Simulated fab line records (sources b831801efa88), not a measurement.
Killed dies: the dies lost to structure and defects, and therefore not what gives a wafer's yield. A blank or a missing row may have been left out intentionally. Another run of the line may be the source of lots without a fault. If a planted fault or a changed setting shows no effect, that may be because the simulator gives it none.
fab line records    flow sky130
record: lots: 4  wafers: 12  last_day: 50
route steps=708 shown LDD_LDN@292 SPACER@304 POLY_CUT@307 SD_P@320 RES_XHIGH@332 SALICIDE@361 PAD_OPEN@708
lots that met no fault: taken from a fault-free run of the same line
start_h: the number of hours between the record's first day and the start of the first shown wafer of the lot    wait_h: hours elapsed since this lot's preceding step    " as in the row above    L1.1+2: one row covering several wafers at once    - value missing, or start not given    * or withheld: withheld    < > ~ a bound
route shown NAME@n: NAME is a module with steps in the file, n the number in the route of the first one    usual: mean/standard deviation of fault-free wafers    same: alike in all rows    chamber/n: place in a boat    sites: per-site readings    _std_site: how widely they spread, as a standard deviation    _edge_site: the outer-site mean with the inner-site mean subtracted    radius_mm: for every site, how far away it sits from the centre of the wafer    mask NAME#n: copy n    behind: the most recent tool/chamber to have shaped the wafer    hold: why the lot went on hold/how many hours it stayed there/how the hold came to an end    device: names the non-switching transistor (n, p or np)    end of line: the tests these same wafers got at the end of their route    for a step that has no rows: nothing shown but its recipe    killed: dies that structure and defects cost at the first sort, which is not the same as the wafer's yield    map: the dies of a wafer, with x for killed, . for not killed, _ for no die there
set.NAME: the setting the step ran with; set.NAME@STEP: the setting that earlier step ran with    model.NAME: the simulator's own value behind a step, which no gauge read
lots at selected steps of the route; one table per step, one row per wafer
services: a tool's chamber out of use, with start hour (start_h, from the record's first day; less than 0 if before it), hours out, and reason
== steps ==
step: SKY_LDD_LDN_SOFTBAKE_03
recipe: temp_c: 90  time_s: 60  resist: NOVOLAK
step: SKY_LDD_LDN_EXPOSE_04
recipe: mask_id: LDNTM  na: 0.6  source_shape: conventional  sigma_outer: 0.6  polarization: unpolarized  target_cd_nm: 700  dose_mj: 140
step: SKY_LDD_LDN_PEB_05
recipe: temp_c: withheld  time_s: *  resist: NOVOLAK
step: SKY_LDD_LDN_DEVELOP_06
recipe: resist: NOVOLAK  developer: TMAH  develop_time_s: 60  dev_temp_c: 23
step: SKY_LDD_LDN_IMPLANT_08
recipe: species: As  energy_kev: 15  dose_cm2: 1.25e+13  tilt_deg: withheld  rotation_deg: 23
step: SKY_LDD_LDN_IMPLANT_09
recipe: species: As  energy_kev: 15  dose_cm2: 1.25e+13  tilt_deg: withheld  rotation_deg: 113
step: SKY_LDD_LDN_IMPLANT_10
recipe: species: As  energy_kev: 14.73  dose_cm2: 1.25e+13  tilt_deg: withheld  rotation_deg: 203
step: SKY_LDD_LDN_IMPLANT_11
recipe: species: As  energy_kev: 15  dose_cm2: 1.25e+13  tilt_deg: withheld  rotation_deg: 293
step: SKY_LDD_LDN_STRIP_12
recipe: chemistry: O2/N2  power_w: 1400  pressure_mtorr: 1500  platen_temp_c: withheld  o2_flow_sccm: 3000  n2_flow_sccm: 300  overash_fraction: 0.5
step: SKY_LDD_LDN_CLEAN_14
recipe: chemistry: SC1/SC2  mix: 1:4:20  temp_c: 70  time_s: 150  dry: n2_spin
step: SKY_SPACER_CVD_00
recipe: material: Si3N4  precursor: DCS/NH3  target_thk_nm: 43.1  temp_c: 770  time_s: 740  pressure_mtorr: 250
usual: spike_tc_bottom_C: 790.4/1.5  spike_tc_centre_C: 770.0/1  spike_tc_lower_C: 770.2/0.93  spike_tc_top_C: 785.3/1.6  spike_tc_upper_C: 770.2/0.93  susceptor_temp_C: 769.9/0.31
lot.wafer  tool      chamber  start_h  wait_h  spike_tc_bottom_C  spike_tc_centre_C  spike_tc_lower_C  spike_tc_top_C  spike_tc_upper_C  susceptor_temp_C  model.Si3N4_of_SPACER_CVD_00.thk_nm
L499.2     lpcvd-02  0        564.44   0.0     790.0              770.1              769.6             785.3           769.5             770.0             43.38
L499.3     "         0        "        "       790.2              770.1              769.3             781.8           769.9             769.8             43.29
L499.6     "         0        "        "       791.9              770.6              769.8             781.9           770.9             770.1             43
L505.3     lpcvd-02  0        610.92   0.6     777.0              755.2              755.7             768.7           755.1             755.4             32.22
L505.4     "         0        "        "       776.0              755.4              755.7             771.0           755.2             754.7             32.27
L505.5     "         0        "        "       777.5              755.0              755.1             770.3           755.7             755.0             32.03
L506.1     lpcvd-02  1        613.17   1.0     773.3              753.4              755.8             771.8           755.7             755.4             31.84
L506.2     "         1        "        "       775.4              755.8              755.0             773.6           754.5             755.4             32.14
L506.5     "         1        "        "       775.2              752.2              755.8             772.9           756.8             755.2             31.83
L519.1     lpcvd-02  1        721.25   0.5     789.3              769.5              770.2             785.7           770.0             769.9             42.76
L519.3     "         1        "        "       789.5              771.0              770.5             786.5           769.7             770.2             42.89
L519.4     "         1        "        "       790.1              771.7              771.2             786.1           769.7             770.1             42.85
step: SKY_SPACER_THK_MEAS_01
recipe: reads: Si3N4_of_SPACER_CVD_00
usual: SPACER_CVD_00_THK: 43.0/0.35
lot.wafer  tool           chamber  start_h  wait_h  SPACER_CVD_00_THK[nm]
L499.2     film_metro-04  -        565.65   0.0     43.4
L499.3     "              -        "        "       43.3
L499.6     "              -        "        "       43.0
L505.3     film_metro-01  -        612.14   0.0     32.2
L505.4     "              -        "        "       32.3
L505.5     "              -        "        "       32.0
L506.1     film_metro-01  -        614.38   0.0     31.8
L506.2     "              -        "        "       32.1
L506.5     "              -        "        "       31.8
L519.1     film_metro-01  -        722.45   0.0     42.8
L519.3     "              -        "        "       42.9
L519.4     "              -        "        "       42.8
step: SKY_SPACER_ETCHBACK_02
recipe: chemistry: CH3F/O2  target: Si3N4  stop_on: SiO2  source_w: 400  bias_w: 80  pressure_mtorr: 25  ch3f_flow_sccm: 40  O2_flow_sccm: 30  time_s: 46.7  target_depth_a: 450
usual: drypump_motor_current_A: 5.7/0.54  oes_product_au: 0.854/0.0058  throttle_valve_pct: 10.563/0.0096
lot.wafer  tool         chamber  start_h  wait_h  drypump_motor_current_A  oes_product_au  rf_hours_counter_h  throttle_valve_pct  model.etch.depth_nm
L499.2     rie_diel-02  3        565.70   0.0     5.5                      0.861           4                   10.550              43.38
L499.3     "            0        "        "       4.8                      0.856           38                  10.564              43.29
L499.6     "            1        "        "       4.9                      0.853           -                   10.551              43
L505.3     rie_diel-01  2        612.18   0.0     6.4                      0.743           26                  10.540              32.22
L505.4     "            0        "        "       6.1                      0.733           13                  10.557              32.27
L505.5     "            3        "        "       6.0                      0.732           -                   10.563              32.03
L506.1     rie_diel-01  2        614.44   0.1     6.3                      0.729           27                  10.544              31.84
L506.2     "            1        "        "       6.0                      0.728           55                  10.535              32.14
L506.5     "            1        "        "       6.0                      0.723           -                   10.541              31.83
L519.1     rie_diel-01  3        722.51   0.1     6.0                      0.851           3                   10.579              42.76
L519.3     "            2        "        "       6.3                      0.849           28                  10.556              42.89
L519.4     "            2        "        "       6.3                      0.860           -                   10.556              42.85
step: SKY_POLY_CUT_DEHYDRATE_00
recipe: temp_c: 200  time_s: 60
step: SKY_POLY_CUT_HMDS_01
recipe: prime_time_s: 60  prime_temp_c: 120
step: SKY_POLY_CUT_COAT_02
recipe: resist: BARC  temp_c: withheld  time_s: withheld  spin_rpm: 3000  resist_thk_nm: 60
step: SKY_POLY_CUT_COAT_03
recipe: resist: KrF-thick  spin_rpm: 3000  resist_thk_nm: 450
step: SKY_POLY_CUT_SOFTBAKE_04
recipe: temp_c: 100  time_s: 90  resist: KrF-thick
step: SKY_POLY_CUT_EXPOSE_05
recipe: mask_id: NPCM  na: 0.8  source_shape: annular  sigma_inner: 0.55  sigma_outer: 0.85  target_cd_nm: 270  dose_mj: 32
step: SKY_POLY_CUT_PEB_06
recipe: peb_temp_c: withheld  peb_time_s: withheld  resist: KrF-thick
step: SKY_POLY_CUT_DEVELOP_07
recipe: develop_time_s: 60  resist: KrF-thick  dev_temp_c: 21
step: SKY_POLY_CUT_ETCH_10
recipe: chemistry: N2/H2  target: BARC  ion_energy_ev: 200  source_w: 500  bias_w: 100  pressure_mtorr: 30  n2_flow_sccm: 100  h2_flow_sccm: 200  stop_on: SiO2  time_s: 45.9  target_depth_a: 600
step: SKY_POLY_CUT_ETCH_11
recipe: target: Si3N4  chemistry: CF4/CH2F2/Ar  stop_on: poly-Si  source_w: 600  bias_w: 150  pressure_mtorr: 40  cf4_flow_sccm: 40  ch2f2_flow_sccm: 20  Ar_flow_sccm: 150  time_s: 42.5  target_depth_a: 600
step: SKY_POLY_CUT_STRIP_12
recipe: chemistry: O2/N2  power_w: 1400  pressure_mtorr: 1500  platen_temp_c: withheld  o2_flow_sccm: 3000  n2_flow_sccm: 300  overash_fraction: 0.5
step: SKY_SD_P_DEHYDRATE_00
recipe: temp_c: 200  time_s: 60
step: SKY_SD_P_HMDS_01
recipe: prime_time_s: 60  prime_temp_c: 120
step: SKY_SD_P_COAT_02
recipe: resist: NOVOLAK  spin_rpm: 3000  resist_thk_nm: 1140
step: SKY_SD_P_SOFTBAKE_03
recipe: temp_c: 90  time_s: 60  resist: NOVOLAK
step: SKY_SD_P_EXPOSE_04
recipe: mask_id: PSDM  na: 0.6  source_shape: conventional  sigma_outer: 0.6  polarization: unpolarized  target_cd_nm: 380  dose_mj: 138
step: SKY_SD_P_PEB_05
recipe: temp_c: withheld  time_s: *  resist: NOVOLAK
step: SKY_SD_P_DEVELOP_06
recipe: resist: NOVOLAK  developer: TMAH  develop_time_s: 60  dev_temp_c: 23
step: SKY_SD_P_IMPLANT_09
recipe: species: BF2  energy_kev: 20.34  dose_cm2: 3e+15  tilt_deg: 0
step: SKY_SD_P_STRIP_10
recipe: chemistry: O2/N2  power_w: 1400  pressure_mtorr: 1500  platen_temp_c: withheld  o2_flow_sccm: 3000  n2_flow_sccm: 300  overash_fraction: 0.5
step: SKY_RES_XHIGH_DEHYDRATE_00
recipe: temp_c: 200  time_s: 60
step: SKY_RES_XHIGH_HMDS_01
recipe: prime_time_s: 60  prime_temp_c: 120
step: SKY_SALICIDE_CLEAN_00
recipe: chemistry: HF-last  time_s: 29.05  dilution: 100:1  dry: ipa_marangoni
lot.wafer  tool          chamber  start_h  wait_h  model.Si3N4_of_SPACER_CVD_00.thk_nm
L499.2     wet_bench-03  2        683.74   0.1     42.44
L499.3     "             2        "        "       42.36
L499.6     "             2        "        "       42.07
L505.3     wet_bench-01  3        728.11   0.1     31.27
L505.4     "             3        "        "       31.33
L505.5     "             3        "        "       31.09
L506.1     wet_bench-01  3        729.63   0.1     30.88
L506.2     "             3        "        "       31.19
L506.5     "             3        "        "       30.87
L519.1     wet_bench-02  0        833.62   0.1     41.8
L519.3     "             0        "        "       41.93
L519.4     "             0        "        "       41.9
step: SKY_PAD_OPEN_PROBE_99
usual: killed_at_M0_to_M3: 44/7.4  killed_at_M4_up: 3.2/2  killed_at_contacts: 24/5.1  killed_at_front_end: 15/4.8  killed_at_other: 0.2/0.46  killed_dies: 86/10  killed_open: 47/7.5  killed_short: 39/7
same: gross_dies: 492  killed_at_back_side: 0
lot.wafer  tool       chamber  start_h  wait_h  killed_at_M0_to_M3  killed_at_M4_up  killed_at_contacts  killed_at_front_end  killed_at_other  killed_dies  killed_open  killed_short  model.etest.pfet_01v8.r_on_ohm_um  model.etest.pfet_g5v0d10v5.r_on_ohm_um  model.etest.nfet_g5v0d10v5.r_on_ohm_um  model.etest.sonos_uncharged.r_on_ohm_um  model.etest.res_pdiff.line_ohm_um  model.etest.pfet_01v8.drive_ua_um  model.etest.nfet_01v8_lvt.drive_ua_um  model.etest.pfet_01v8_hvt.drive_ua_um
L499.2     prober-01  -        1101.88  0.1     32                  7                26                  23                   1                89           39           50            2881                               4724                                    1841                                    811.1                                    1368                               194.6                              572.9                                  143.9
L499.3     prober-01  -        1101.93  0.2     41                  4                22                  9                    0                76           34           40            2921                               4760                                    1890                                    816.8                                    1352                               190.8                              561.5                                  141.8
L499.6     prober-01  -        1102.08  0.2     55                  5                24                  14                   0                98           53           44            2894                               4699                                    1868                                    803.2                                    1335                               192.4                              580.6                                  144.1
L506.1     prober-02  -        1135.42  0.1     50                  3                27                  23                   1                104          64           40            2480                               4720                                    1806                                    756.5                                    1342                               229.6                              602.2                                  174.5
L506.2     prober-02  -        1135.47  0.1     44                  4                35                  8                    1                92           55           37            2494                               4697                                    1800                                    764.5                                    1352                               231.7                              605.3                                  175
L506.5     prober-02  -        1135.62  0.2     39                  1                25                  11                   0                76           34           42            2526                               4691                                    1806                                    761.1                                    1320                               227.6                              604.1                                  172.6
L505.3     prober-01  -        1135.83  0.2     30                  2                21                  15                   0                68           41           27            2556                               4644                                    1832                                    740.4                                    1333                               220.7                              608.9                                  169.2
L505.4     prober-01  -        1135.88  0.2     48                  4                24                  17                   0                93           49           44            2601                               4627                                    1812                                    737.4                                    1299                               216.5                              614                                    162.7
L505.5     prober-01  -        1135.93  0.2     59                  1                19                  24                   0                103          56           47            2588                               4578                                    1806                                    743.3                                    1290                               218.1                              601.5                                  165.4
L519.1     prober-02  -        1211.83  0.1     38                  3                13                  12                   1                67           36           31            2959                               4811                                    1892                                    811.8                                    1370                               185.8                              555.2                                  137.3
L519.3     prober-02  -        1211.93  0.2     57                  4                23                  12                   1                97           53           44            3011                               4862                                    1910                                    824.5                                    1371                               184.1                              544.5                                  135.4
L519.4     prober-02  -        1211.98  0.2     38                  4                19                  12                   0                73           35           38            2981                               4865                                    1895                                    819.2                                    1390                               184.5                              566.1                                  138.6
killed by level:class
L499.2 CONTACT:geometric_particle:open=7 CONTACT:geometric_particle:short=6 METAL1:geometric_particle:short=6 VIA1:geometric_particle:open=6 POLY_GATE:geometric_particle:short=5 LI_CONTACT:geometric_particle:open=5 METAL4:geometric_particle:short=5 VIA1:geometric_particle:short=5
L499.3 CONTACT:geometric_particle:short=8 METAL1:geometric_particle:short=8 VIA2:geometric_particle:open=7 VIA1:geometric_particle:short=6 VIA1:geometric_particle:open=5 METAL2:geometric_particle:short=5 LI_CONTACT:geometric_particle:short=4 LI_CONTACT:geometric_particle:open=4
L499.6 VIA1:geometric_particle:open=12 LI_CONTACT:geometric_particle:open=8 METAL1:geometric_particle:short=8 VIA3:geometric_particle:open=7 LOCAL_INTERCONNECT:geometric_particle:short=6 VIA2:geometric_particle:open=6 POLY_GATE:geometric_particle:open=5 CONTACT:geometric_particle:open=5
L506.1 VIA1:geometric_particle:open=15 CONTACT:geometric_particle:open=10 LI_CONTACT:geometric_particle:open=10 VIA2:geometric_particle:open=8 VIA1:geometric_particle:short=7 FIELD_ISO:geometric_particle:short=4 FIELD_ISO:geometric_particle:open=4 POLY_GATE:geometric_particle:short=4
L506.2 CONTACT:geometric_particle:open=12 VIA1:geometric_particle:open=11 VIA3:geometric_particle:open=9 METAL2:geometric_particle:short=9 LI_CONTACT:geometric_particle:open=7 LOCAL_INTERCONNECT:geometric_particle:short=6 CONTACT:geometric_particle:short=6 METAL1:geometric_particle:short=5
L506.5 LOCAL_INTERCONNECT:geometric_particle:short=7 CONTACT:geometric_particle:open=7 FIELD_ISO:geometric_particle:short=6 VIA2:geometric_particle:open=6 LI_CONTACT:geometric_particle:open=5 METAL2:geometric_particle:short=5 VIA3:geometric_particle:open=5 METAL1:geometric_particle:short=4
L505.3 CONTACT:geometric_particle:open=11 FIELD_ISO:geometric_particle:open=7 VIA1:geometric_particle:open=6 VIA2:geometric_particle:open=5 LI_CONTACT:geometric_particle:open=4 FIELD_ISO:geometric_particle:short=3 LOCAL_INTERCONNECT:geometric_particle:short=3 CONTACT:geometric_particle:short=3
L505.4 CONTACT:geometric_particle:open=13 VIA1:geometric_particle:open=11 FIELD_ISO:geometric_particle:short=7 VIA3:geometric_particle:open=7 VIA1:geometric_particle:short=7 METAL2:geometric_particle:short=7 LOCAL_INTERCONNECT:geometric_particle:short=5 FIELD_ISO:geometric_particle:open=3
L505.5 VIA1:geometric_particle:open=14 CONTACT:geometric_particle:open=10 VIA1:geometric_particle:short=10 METAL1:geometric_particle:short=7 FIELD_ISO:geometric_particle:open=6 VIA2:geometric_particle:open=6 VIA3:geometric_particle:open=6 FIELD_ISO:geometric_particle:short=5
L519.1 VIA1:geometric_particle:open=9 CONTACT:geometric_particle:open=7 METAL1:geometric_particle:short=6 VIA3:geometric_particle:open=6 METAL2:geometric_particle:short=5 VIA2:geometric_particle:open=5 POLY_GATE:geometric_particle:open=4 POLY_GATE:geometric_particle:short=3
L519.3 VIA1:geometric_particle:open=14 VIA3:geometric_particle:short=8 METAL2:geometric_particle:short=7 VIA3:geometric_particle:open=7 CONTACT:geometric_particle:open=6 LI_CONTACT:geometric_particle:open=5 CONTACT:geometric_particle:short=5 METAL1:geometric_particle:open=5
L519.4 METAL1:geometric_particle:short=6 VIA1:geometric_particle:open=6 CONTACT:geometric_particle:short=6 CONTACT:geometric_particle:open=6 VIA1:geometric_particle:short=6 VIA3:geometric_particle:open=6 METAL2:geometric_particle:short=5 FIELD_ISO:geometric_particle:open=4
== services ==
tool          chamber  start_h  hours  kind
rie_diel-01   3        546.56   -      clean
rie_diel-01   3        546.56   18.8   scheduled_down
rie_diel-01   3        546.56   18.8   vent_cycle
rie_diel-02   3        576.00   18.3   repair
rie_diel-02   2        588.20   5.2    repair
rie_diel-02   -        593.50   2.8    pm
lpcvd-02      -        596.23   6.1    pm
rie_diel-01   1        654.22   4.0    repair
rie_diel-01   1        673.06   23.8   repair
rie_diel-01   1        696.89   -      clean
rie_diel-01   1        696.89   31.0   scheduled_down
rie_diel-01   1        696.89   31.0   vent_cycle
wet_bench-02  -        701.56   2.8    repair
wet_bench-01  -        702.69   10.2   repair
rie_diel-01   2        705.83   6.2    repair
lpcvd-02      -        710.09   2.9    repair
wet_bench-02  -        715.19   4.4    pm
rie_diel-02   3        721.32   6.1    repair
rie_diel-02   3        728.41   6.9    repair
rie_diel-01   1        733.91   6.7    repair
rie_diel-01   0        735.58   19.3   repair
rie_diel-01   1        789.01   3.9    repair
rie_diel-01   -        790.82   2.8    pm
rie_diel-01   2        809.29   -      clean
== key ==
first_sign: step: SKY_SPACER_CVD_00  reading: susceptor_temp_C  direction: down  sigmas: 48  usual: *  struck: *
effect: step: SKY_SPACER_CVD_00  reading: spike_tc_upper_C  direction: down  sigmas: 16  usual: 770.2  struck: 755.5
effect: step: SKY_SPACER_THK_MEAS_01  reading: SPACER_CVD_00_THK  direction: down  sigmas: 31  usual: 43.0  struck: 32.0
effect: step: SKY_SPACER_ETCHBACK_02  reading: oes_product_au  direction: down  sigmas: 21  usual: 0.854  struck: 0.731
model_effect: step: SKY_SPACER_CVD_00  value: Si3N4_of_SPACER_CVD_00.thk_nm  without: 42.85  struck: 32.06
model_effect: step: SKY_SPACER_ETCHBACK_02  value: etch.depth_nm  without: 42.85  struck: 32.06
model_effect: step: SKY_SALICIDE_CLEAN_00  value: Si3N4_of_SPACER_CVD_00.thk_nm  without: 41.89  struck: 31.1
model_effect: step: SKY_PAD_OPEN_PROBE_99  value: etest.pfet_01v8.r_on_ohm_um  without: 2885  struck: 2541
met_at SKY_SPACER_CVD_00
struck_wafers L505.3,L505.4,L505.5,L506.1,L506.2,L506.5
tester_left_out L505,L506
fault: kind: process_parameter_drift  tool: lpcvd-02  chamber: -  onset_h: 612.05  steps: SKY_SPACER_CVD_00  channel: temp_c  offset: *  shape: step  end_h: 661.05  acts_in: *  stated: *
tester_left_out: of these lots the tester's yield and bins aren't shown, on N5 and GAA mostly nor the transistor test; their killed dies are dies lost to structure and defects alone, not to doping, threshold or leakage, so they don't give the yield
